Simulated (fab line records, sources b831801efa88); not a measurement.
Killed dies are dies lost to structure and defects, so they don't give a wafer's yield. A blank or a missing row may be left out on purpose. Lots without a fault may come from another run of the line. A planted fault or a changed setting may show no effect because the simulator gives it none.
Chamber matching | flow gf180mcu | GF_CONTACT_CMP_04 on cmp-02: 4 sister chambers
The step polishes SiO2. 4 wafers are shown with their chamber, then 8 later ones without.

WAFERS WITH THEIR CHAMBER
wafer  | chamber | motor_current_A (A)
L897.6 | 0       | 11.6
L899.2 | 2       | 12.0
L899.4 | 3       | 14.2
L901.1 | 1       | 12.2

WAFERS WITHOUT THEIR CHAMBER
wafer  | motor_current_A (A)
L901.3 | 11.7
L901.6 | 12.1
L902.3 | 11.7
L902.5 | 13.9
L902.6 | 11.6
L905.3 | 12.2
L905.4 | 14.7
L905.5 | 14.1

WHICH CHAMBER EACH WENT THROUGH
wafer  | from the rows above          | in truth
L901.3 | can't be placed: 0 or 2 or 1 | 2
L901.6 | can't be placed: 1 or 2 or 0 | 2
L902.3 | can't be placed: 0 or 2 or 1 | 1
L902.5 | 3                            | 3
L902.6 | can't be placed: 0 or 2      | 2
L905.3 | can't be placed: 1 or 2      | 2
L905.4 | 3                            | 3
L905.5 | 3                            | 3
Placed correctly: 3 of 8. Can't be placed from these rows: 5 (the true chamber is among the candidates in 5). Placed wrongly: 0.
How it was worked out, from the rows above alone: a wafer's distance from a chamber is the root of the sum, over the readings, of the square of ((its reading less the chamber's mean) divided by the reading's scatter). The wafer belongs to the nearest chamber; if the next one is less than 2 further off, it can't be placed. A chamber's mean is the mean of its shown wafers. The scatter: with one shown wafer a chamber, the root of the mean of the squares of how far each hidden wafer lies from its nearest shown one.
